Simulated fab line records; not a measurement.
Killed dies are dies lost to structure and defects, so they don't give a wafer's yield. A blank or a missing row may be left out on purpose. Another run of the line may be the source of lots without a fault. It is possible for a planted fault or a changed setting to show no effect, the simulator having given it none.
fab line records	flow sky130
[record] lots = 6	wafers = 16	lastDay = 50
route steps=708 shown VIA1@467 PAD_OPEN@708
lots that met no fault: taken from a fault-free run of the same line
startH: start of the lot's first displayed wafer, in hours after the record's first day	waitH: hours elapsed since this lot's preceding step	" unchanged from the row above	L1.1+2: several wafers, shown together as one row	- either no value or no given start	* or withheld: withheld	< > ~ a bound
route shown NAME@n: a module of which the file shows steps, and the number in the route of the first	usual: mean and standard deviation over wafers with no fault	same: alike in all rows	chamber/n: place in a boat	sites: readings site by site	_std_site: standard deviation across them	_edge_site: inner sites' mean taken away from outer sites' mean	radiusMm: how far each site lies from the wafer's centre	mask NAME#n: copy n	behind: the last tool/chamber to shape the wafer	hold: cause of the lot's hold/its duration in hours/its outcome	device: the n, p or np transistor that did not switch	end of line: tests run on the same wafers once the route is complete	for a step that has no rows: nothing shown but its recipe	killed: the dies lost at the first sort to structure and to defects; this is not the yield of the wafer	map: per-die view of a wafer (x killed, . not killed, _ where there is no die)
set.NAME: the setting that was run; set.NAME@STEP: the one run at that earlier step	model.NAME: the simulator's own value behind a step, which no gauge read
lots at some steps of the route; a table a step, a row a wafer
services: when a tool's chamber went out of use (startH, in hours from the record's first day, below 0 if earlier), for how many hours, and the reason
[[steps]]
[step SKY_VIA1_EXPOSE_09]
[recipe] maskId = VIM	na = 0.8	sourceShape = annular	sigmaInner = 0.55	sigmaOuter = 0.85	targetCdNm = 150	doseMj = 38
[step SKY_VIA1_PEB_10]
[recipe] pebTempC = withheld	pebTimeS = withheld	resist = KrF-thick
[step SKY_VIA1_DEVELOP_11]
[recipe] developTimeS = 60	resist = KrF-thick	devTempC = 21
[step SKY_VIA1_CD_MEAS_12]
[recipe] targetCdNm = 150
[usual] cdNm = 150.5/1.8
lot.wafer	tool	chamber	startH	waitH	cdNm
L316.2	cdSem-02	-	803.17	-	147.5
L316.3	"	-	"	"	146.7
L316.4	"	-	"	"	149.7
L315.2	cdSem-01	-	805.02	-	149.1
L315.3	"	-	"	"	147.3
L315.6	"	-	"	"	147.3
L325.1	cdSem-02	-	877.63	-	151.1
L325.5	"	-	"	"	152.6
L326.1	cdSem-02	-	881.03	-	150.0
L326.5	"	-	"	"	152.6
L334.2	cdSem-02	-	942.24	-	148.9
L334.5	"	-	"	"	147.8
L334.6	"	-	"	"	147.6
L336.2	cdSem-02	-	956.21	-	153.3
L336.3	"	-	"	"	153.1
L336.5	"	-	"	"	152.6
[step SKY_VIA1_OVL_MEAS_13]
[usual] VIA1_OVL = -1/5
lot.wafer	tool	chamber	startH	waitH	VIA1_OVL[nm]
L316.2	overlay-01	-	803.27	0.1	4
L316.3	"	-	"	"	-5
L316.4	"	-	"	"	3
L315.2	overlay-01	-	805.12	0.1	2
L315.3	"	-	"	"	-7
L315.6	"	-	"	"	-4
L325.1	overlay-02	-	877.75	0.1	2
L325.5	"	-	"	"	-1
L326.1	overlay-02	-	881.15	0.1	8
L326.5	"	-	"	"	7
L334.2	overlay-02	-	942.34	0.1	7
L334.5	"	-	"	"	1
L334.6	"	-	"	"	4
L336.2	overlay-02	-	956.32	0.1	-1
L336.3	"	-	"	"	-9
L336.5	"	-	"	"	-1
[step SKY_VIA1_ETCH_14]
[recipe] chemistry = N2/H2	target = BARC	ionEnergyEv = 200	sourceW = 500	biasW = 100	pressureMtorr = 30	n2FlowSccm = 100	h2FlowSccm = 200	stopOn = SiO2	timeS = 45.9	targetDepthA = 600
[usual] drypumpMotorCurrentA = 6.1/0.46	oesProductAu = 0.855/0.0048	throttleValvePct = 13.225/0.009
lot.wafer	tool	chamber	startH	waitH	drypumpMotorCurrentA	oesProductAu	rfHoursCounterH	throttleValvePct
L316.2	rieDiel-04	3	803.30	0.0	6.7	0.865	5	13.225
L316.3	"	1	"	"	6.7	0.848	26	13.227
L316.4	"	2	"	"	5.5	0.856	37	13.230
L315.2	rieDiel-04	2	805.15	0.0	5.5	0.854	37	13.225
L315.3	"	0	"	"	6.4	0.845	3	13.248
L315.6	"	1	"	"	6.7	0.851	-	13.230
L325.1	rieDiel-02	0	877.79	0.0	6.0	0.858	4	13.230
L325.5	"	3	"	"	6.1	0.857	-	13.222
L326.1	rieDiel-01	0	881.19	0.0	6.2	0.854	0	13.229
L326.5	"	0	"	"	6.3	0.859	-	13.226
L334.2	rieDiel-01	1	942.37	0.0	5.4	0.855	14	13.229
L334.5	"	0	"	"	6.2	0.863	-	13.225
L334.6	"	3	"	"	6.4	0.861	-	13.231
L336.2	rieDiel-04	1	956.35	0.0	6.7	0.861	2	13.207
L336.3	"	2	"	"	5.5	0.851	4	13.223
L336.5	"	1	"	"	6.7	0.853	-	13.227
[step SKY_VIA1_ETCH_15]
[recipe] target = SiO2	chemistry = C4F8/O2/Ar	targetDepthNm = 351	stopOn = TiN	maskMaterial = KrF-thick	sourceW = 1500	biasW = 1200	pressureMtorr = 40	c4f8FlowSccm = withheld	O2_flow_sccm = 6	Ar_flow_sccm = 300	timeS = 54
[usual] oesProductAu = 0.981/0.0052
lot.wafer	tool	chamber	startH	waitH	oesProductAu	rfHoursCounterH
L316.2	rieDiel-04	3	803.34	0.0	0.989	5
L316.3	"	1	"	"	0.977	26
L316.4	"	2	"	"	0.981	37
L315.2	rieDiel-04	2	805.19	0.0	0.976	37
L315.3	"	0	"	"	0.972	3
L315.6	"	1	"	"	0.988	-
L325.1	rieDiel-02	0	877.83	0.0	0.986	4
L325.5	"	3	"	"	0.982	-
L326.1	rieDiel-01	0	881.23	0.0	0.986	0
L326.5	"	0	"	"	0.980	-
L334.2	rieDiel-01	1	942.41	0.0	0.968	14
L334.5	"	0	"	"	0.987	-
L334.6	"	3	"	"	0.989	-
L336.2	rieDiel-04	1	956.39	0.0	0.980	2
L336.3	"	2	"	"	0.987	4
L336.5	"	1	"	"	0.981	-
[step SKY_VIA1_STRIP_16]
[recipe] chemistry = O2/N2	powerW = 1400	pressureMtorr = 1500	platenTempC = withheld	o2FlowSccm = 3000	n2FlowSccm = 300	overashFraction = 0.5
[usual] drypumpMotorCurrentA = 5.8/0.65	oesProductAu = 0.415/0.0047	stripTimeToEndpointS = 4.457/0.024
[same] overashFraction = 0.5
lot.wafer	tool	chamber	startH	waitH	drypumpMotorCurrentA	oesProductAu	rfHoursCounterH	stripTimeToEndpointS
L316.2	plasmaAsher-04	0	803.39	0.0	5.0	0.419	98	4.461
L316.3	"	0	"	"	5.0	0.414	-	4.474
L316.4	"	1	"	"	5.3	0.416	-	4.472
L315.2	plasmaAsher-01	1	805.24	0.0	6.0	0.416	38	4.495
L315.3	"	0	"	"	6.6	0.423	-	4.486
L315.6	"	0	"	"	6.6	0.412	-	4.511
L325.1	plasmaAsher-04	1	877.87	0.0	5.3	0.413	105	4.472
L325.5	"	1	"	"	5.3	0.408	-	4.438
L326.1	plasmaAsher-04	1	881.27	0.0	5.3	0.411	106	4.473
L326.5	"	0	"	"	5.0	0.417	-	4.473
L334.2	plasmaAsher-03	1	942.46	0.0	5.9	0.421	78	4.477
L334.5	"	1	"	"	5.9	0.420	-	4.478
L334.6	"	0	"	"	6.7	0.406	-	4.451
L336.2	plasmaAsher-04	1	956.44	0.0	5.3	0.418	113	4.421
L336.3	"	0	"	"	5.0	0.415	-	4.435
L336.5	"	1	"	"	5.3	0.410	-	4.434
[step SKY_VIA1_STRIP_17]
[recipe] chemistry = postEtchResidueRemover	timeS = 1200	tempC = 72.5
[step SKY_VIA1_CLEAN_18]
[recipe] chemistry = IPA	timeS = 180	tempC = 25
[step SKY_VIA1_CLEAN_19]
[recipe] chemistry = O3/DIW	dry = n2Spin
[step SKY_VIA1_SPUTTER_20]
[recipe] material = TiN	targetThkNm = 20	chamberPressurePa = 5	powerW = 4000	timeS = 80
[usual] throttleValvePct = 29.8/0.9
lot.wafer	tool	chamber	startH	waitH	throttleValvePct
L316.2	pvdSputter-01	-	803.98	0.0	30.0
L316.3	"	-	"	"	31.1
L316.4	"	-	"	"	29.3
L315.2	pvdSputter-01	-	805.83	0.0	29.2
L315.3	"	-	"	"	31.1
L315.6	"	-	"	"	30.0
L325.1	pvdSputter-04	-	878.47	0.0	28.7
L325.5	"	-	"	"	28.8
L326.1	pvdSputter-04	-	881.90	0.0	30.6
L326.5	"	-	"	"	29.2
L334.2	pvdSputter-01	-	943.05	0.0	29.8
L334.5	"	-	"	"	29.9
L334.6	"	-	"	"	28.9
L336.2	pvdSputter-01	-	957.03	0.0	31.0
L336.3	"	-	"	"	29.7
L336.5	"	-	"	"	30.0
[step SKY_VIA1_CVD_21]
[recipe] material = W	targetThkNm = 270	timeS = 80.902	tempC = 400	pressureTorr = 40
[usual] heaterPowerW = 908/94
lot.wafer	tool	chamber	startH	waitH	heaterPowerW	sinceWetCleanH	model.W_of_VIA1_CVD_21.thkNm
L316.2	cvdW-02	1	804.04	0.0	741	900	269.3
L316.3	"	1	"	"	753	-	269.8
L316.4	"	0	"	"	827	-	266
L315.2	cvdW-01	1	805.89	0.0	988	402	268.3
L315.3	"	1	"	"	1017	-	267.8
L315.6	"	0	"	"	928	-	271.7
L325.1	cvdW-01	0	878.53	0.0	920	475	253.5
L325.5	"	0	"	"	904	-	266.9
L326.1	cvdW-01	0	881.96	0.0	923	478	252.5
L326.5	"	0	"	"	915	-	270.2
L334.2	cvdW-02	0	943.11	0.0	860	25	272.3
L334.5	"	0	"	"	851	-	267.9
L334.6	"	1	"	"	721	-	270
L336.2	cvdW-01	1	957.10	0.0	1028	553	265.9
L336.3	"	0	"	"	914	-	267.1
L336.5	"	0	"	"	954	-	267.7
[step SKY_VIA1_RS_MEAS_22]
[recipe] thkMeasGauge = four-point-probe	reads = W_of_VIA1_CVD_21+TiN_of_VIA1_SPUTTER_20
[usual] VIA1_W_RS = 0.430/0.0046
lot.wafer	tool	chamber	startH	waitH	VIA1_W_RS[ohm/sq]
L316.2	filmMetro-01	-	804.16	0.1	0.427
L316.3	"	-	"	"	0.426
L316.4	"	-	"	"	0.433
L315.2	filmMetro-04	-	806.01	0.1	0.431
L315.3	"	-	"	"	0.431
L315.6	"	-	"	"	0.425
L325.1	filmMetro-04	-	878.62	0.1	0.456
L325.5	"	-	"	"	0.433
L326.1	filmMetro-01	-	882.05	0.1	0.456
L326.5	"	-	"	"	0.428
L334.2	filmMetro-03	-	943.23	0.1	0.422
L334.5	"	-	"	"	0.430
L334.6	"	-	"	"	0.427
L336.2	filmMetro-04	-	957.21	0.1	0.434
L336.3	"	-	"	"	0.432
L336.5	"	-	"	"	0.431
[step SKY_VIA1_THK_MEAS_23]
[recipe] thkMeasGauge = xrf	reads = W_of_VIA1_CVD_21
[usual] VIA1_W_THK = 266/3.4
lot.wafer	tool	chamber	startH	waitH	VIA1_W_THK[nm]
L316.2	filmMetro-01	-	804.27	0.1	262
L316.3	"	-	"	"	261
L316.4	"	-	"	"	257
L315.2	filmMetro-04	-	806.12	0.1	267
L315.3	"	-	"	"	266
L315.6	"	-	"	"	269
L325.1	filmMetro-04	-	878.74	0.1	253
L325.5	"	-	"	"	268
L326.1	filmMetro-01	-	882.17	0.1	253
L326.5	"	-	"	"	268
L334.2	filmMetro-03	-	943.34	0.1	269
L334.5	"	-	"	"	266
L334.6	"	-	"	"	266
L336.2	filmMetro-04	-	957.32	0.1	267
L336.3	"	-	"	"	266
L336.5	"	-	"	"	268
[step SKY_VIA1_CMP_24]
[recipe] stopOn = SiO2	tOverpolishS = 15	downForcePsi = 3.5	platenRpm = 60	targetThkNm = 0	padVelocityMS = 0.94248
[usual] motorCurrentA = 11.5/0.83	slurryFilterDpKPa = 13.52/0.15
lot.wafer	tool	chamber	startH	waitH	motorCurrentA	slurryFilterDpKPa
L316.3	cmp-01	3	804.32	0.0	11.5	13.32
L316.4	"	0	"	"	11.9	13.51
L316.2	"	1	"	"	12.9	13.47
L315.3	cmp-02	1	806.17	0.0	10.4	13.86
L315.2	"	0	"	"	10.1	13.48
L315.6	"	2	"	"	13.6	13.72
L325.1	cmp-01	0	878.90	0.1	12.3	13.40
L325.5	"	3	"	"	10.7	13.44
L326.1	cmp-01	1	882.33	0.1	11.8	13.55
L326.5	"	3	"	"	11.2	13.57
L334.2	cmp-02	3	943.39	0.0	12.1	13.56
L334.5	"	3	"	"	12.7	13.52
L334.6	"	0	"	"	10.0	13.57
L336.3	cmp-01	3	957.37	0.0	10.9	13.26
L336.2	"	1	"	"	12.0	13.44
L336.5	"	0	"	"	11.6	13.24
[step SKY_PAD_OPEN_PROBE_99]
[usual] defectLimitedYield = 82.8/2	killed_at_M0_to_M3 = 42/7.3	killed_at_M4_up = 3.2/1.8	killedAtContacts = 25/5.2	killedAtFrontEnd = 15/4.6	killedAtOther = 0.3/0.62	killedDies = 85/9.9	killedOpen = 46/7.1	killedShort = 38/5.7	sort_bin_3_pad_short = 0.9/0.42	sort_bin_5_function = 10.0/1.5	sort_bin_6_memory = 6.3/1.2	sortNPass = 407/9.9	sortYieldPct = 82.8/2
[same] grossDies = 492	killedAtBackSide = 0	sort_bin_4_leakage[%] = 0	sort_bin_8_speed[%] = 0
lot.wafer	tool	chamber	startH	waitH	defectLimitedYield[%]	killed_at_M0_to_M3	killed_at_M4_up	killedAtContacts	killedAtFrontEnd	killedAtOther	killedDies	killedOpen	killedShort	sort_bin_3_pad_short[%]	sort_bin_5_function[%]	sort_bin_6_memory[%]	sortNPass	sortYieldPct[%]
L316.2	prober-01	-	1083.87	0.1	81.7	38	4	32	16	0	90	48	42	0.6	12.2	5.5	402	81.7
L316.3	prober-01	-	1083.92	0.2	82.5	50	0	23	13	0	86	44	42	1.0	9.1	7.3	406	82.5
L316.4	prober-01	-	1083.97	0.2	79.3	35	6	29	31	1	102	59	43	1.4	12.4	6.9	390	79.3
L326.1	prober-02	-	1142.99	0.1	83.9	45	4	24	6	0	79	45	34	1.0	10.2	4.9	413	83.9
L326.5	prober-02	-	1143.19	0.2	82.7	43	3	25	12	2	85	43	42	0.6	11.2	5.5	407	82.7
L334.2	prober-02	-	1186.79	0.1	82.3	46	1	23	16	1	87	42	44	1.0	8.1	8.5	405	82.3
L334.5	prober-02	-	1186.94	0.2	80.5	41	5	30	20	0	96	46	49	0.8	9.6	9.1	396	80.5
L334.6	prober-02	-	1186.99	0.2	82.5	37	2	33	13	1	86	56	27	1.2	10.8	5.5	406	82.5
L336.2	prober-02	-	1195.69	0.1	81.5	52	5	28	6	0	91	48	43	1.8	10.0	6.7	401	81.5
L336.3	prober-02	-	1195.74	0.2	83.9	39	3	24	13	0	79	47	32	0.6	9.3	6.1	413	83.9
L336.5	prober-02	-	1195.84	0.2	83.3	33	3	26	19	1	82	42	38	0.6	10.4	5.7	410	83.3
// killed by level:class
L316.2 CONTACT:geometricParticle:open=14 VIA1:geometricParticle:open=8 CONTACT:geometricParticle:short=7 LI_CONTACT:geometricParticle:open=6 VIA3:geometricParticle:open=5 POLY_GATE:geometricParticle:open=4 POLY_GATE:geometricParticle:short=4 METAL1:geometricParticle:short=4
L316.3 VIA1:geometricParticle:open=17 CONTACT:geometricParticle:short=8 VIA3:geometricParticle:open=6 FIELD_ISO:geometricParticle:open=5 LOCAL_INTERCONNECT:geometricParticle:short=5 CONTACT:geometricParticle:open=5 VIA1:geometricParticle:short=5 METAL2:geometricParticle:short=5
L316.4 FIELD_ISO:geometricParticle:open=10 CONTACT:geometricParticle:open=10 VIA2:geometricParticle:open=8 FIELD_ISO:geometricParticle:short=7 LI_CONTACT:geometricParticle:open=7 CONTACT:geometricParticle:short=6 POLY_GATE:geometricParticle:open=5 LOCAL_INTERCONNECT:geometricParticle:short=5
L326.1 CONTACT:geometricParticle:open=9 VIA1:geometricParticle:open=9 METAL2:geometricParticle:short=8 VIA2:geometricParticle:open=7 LI_CONTACT:geometricParticle:open=5 CONTACT:geometricParticle:short=5 VIA3:geometricParticle:short=5 VIA3:geometricParticle:open=5
L326.5 VIA1:geometricParticle:open=9 VIA2:geometricParticle:open=8 LI_CONTACT:geometricParticle:open=7 CONTACT:geometricParticle:open=7 VIA3:geometricParticle:open=6 LOCAL_INTERCONNECT:geometricParticle:short=5 VIA1:geometricParticle:short=5 LI_CONTACT:geometricParticle:short=4
L334.2 CONTACT:geometricParticle:open=9 METAL2:geometricParticle:short=7 CONTACT:geometricParticle:short=6 VIA3:geometricParticle:open=6 METAL1:geometricParticle:short=6 FIELD_ISO:geometricParticle:short=5 VIA1:geometricParticle:short=5 VIA1:geometricParticle:open=5
L334.5 LI_CONTACT:geometricParticle:open=10 VIA1:geometricParticle:open=10 VIA3:geometricParticle:open=7 CONTACT:geometricParticle:open=7 CONTACT:geometricParticle:short=7 LOCAL_INTERCONNECT:geometricParticle:short=6 VIA1:geometricParticle:short=6 POLY_GATE:geometricParticle:short=5
L334.6 CONTACT:geometricParticle:open=16 VIA1:geometricParticle:open=9 VIA2:geometricParticle:open=6 LI_CONTACT:geometricParticle:open=5 CONTACT:geometricParticle:short=4 METAL3:geometricParticle:short=4 VIA2:geometricParticle:short=4 FIELD_ISO:geometricParticle:open=3
L336.2 VIA1:geometricParticle:open=15 CONTACT:geometricParticle:open=10 LOCAL_INTERCONNECT:geometricParticle:short=8 VIA1:geometricParticle:short=7 VIA2:geometricParticle:open=7 METAL2:geometricParticle:short=5 LI_CONTACT:geometricParticle:open=4 VIA3:geometricParticle:short=4
L336.3 CONTACT:geometricParticle:open=10 LI_CONTACT:geometricParticle:open=8 VIA1:geometricParticle:short=7 VIA1:geometricParticle:open=6 VIA3:geometricParticle:open=5 VIA2:geometricParticle:open=5 FIELD_ISO:geometricParticle:open=4 METAL2:geometricParticle:short=4
L336.5 LI_CONTACT:geometricParticle:open=8 CONTACT:geometricParticle:open=6 VIA1:geometricParticle:open=6 VIA2:geometricParticle:open=6 FIELD_ISO:geometricParticle:short=5 CONTACT:geometricParticle:short=5 FIELD_ISO:geometricParticle:open=4 METAL3:geometricParticle:short=4
[[services]]
tool	chamber	startH	hours	kind
cvdW-01	-	784.96	0.7	repair
rieDiel-01	-	789.52	0.8	repair
rieDiel-01	-	791.56	14.6	pm
cmp-02	-	799.78	2.7	repair
cvdW-01	-	801.45	3.0	repair
rieDiel-04	3	803.63	8.8	repair
cmp-02	-	824.61	0.4	repair
cmp-02	-	826.13	1.7	repair
rieDiel-01	0	838.88	2.8	repair
cmp-01	-	840.58	1.3	repair
cmp-01	-	840.75	2.0	repair
rieDiel-04	3	854.77	7.2	repair
cmp-02	-	858.63	2.8	repair
cvdW-02	1	878.18	4.8	repair
rieDiel-01	3	898.44	33.1	repair
rieDiel-04	-	905.35	0.6	repair
cvdW-01	-	905.72	0.9	repair
cvdW-01	0	908.10	5.6	repair
pvdSputter-01	-	910.63	2.9	repair
pvdSputter-01	-	912.49	22.8	repair
rieDiel-01	2	936.08	7.8	repair
rieDiel-04	-	936.89	0.9	repair
cmp-01	-	938.14	0.5	repair
plasmaAsher-04	-	939.21	2.8	pm
[[key]]
[firstSign] step = SKY_VIA1_RS_MEAS_22	reading = VIA1_W_RS	direction = up	sigmas = 5.8	usual = 0.430	struck = 0.456
[effect] step = SKY_VIA1_THK_MEAS_23	reading = VIA1_W_THK	direction = down	sigmas = 3.9	usual = 266	struck = 253
[modelEffect] step = SKY_VIA1_CVD_21	value = W_of_VIA1_CVD_21.thkNm	without = 268	struck = 253
metAt SKY_VIA1_CVD_21
struckWafers L325.1,L326.1
onsetBetween 805.89 878.53
[fault] kind = processParameterDrift	tool = cvdW-01	chamber = -	onsetH = 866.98	steps = SKY_VIA1_CVD_21	channel = targetThkNm	offset = -15.015	shape = step	endH = 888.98	scope = struckWafersOnly	actsIn = theseRecipesOnly	stated = 270
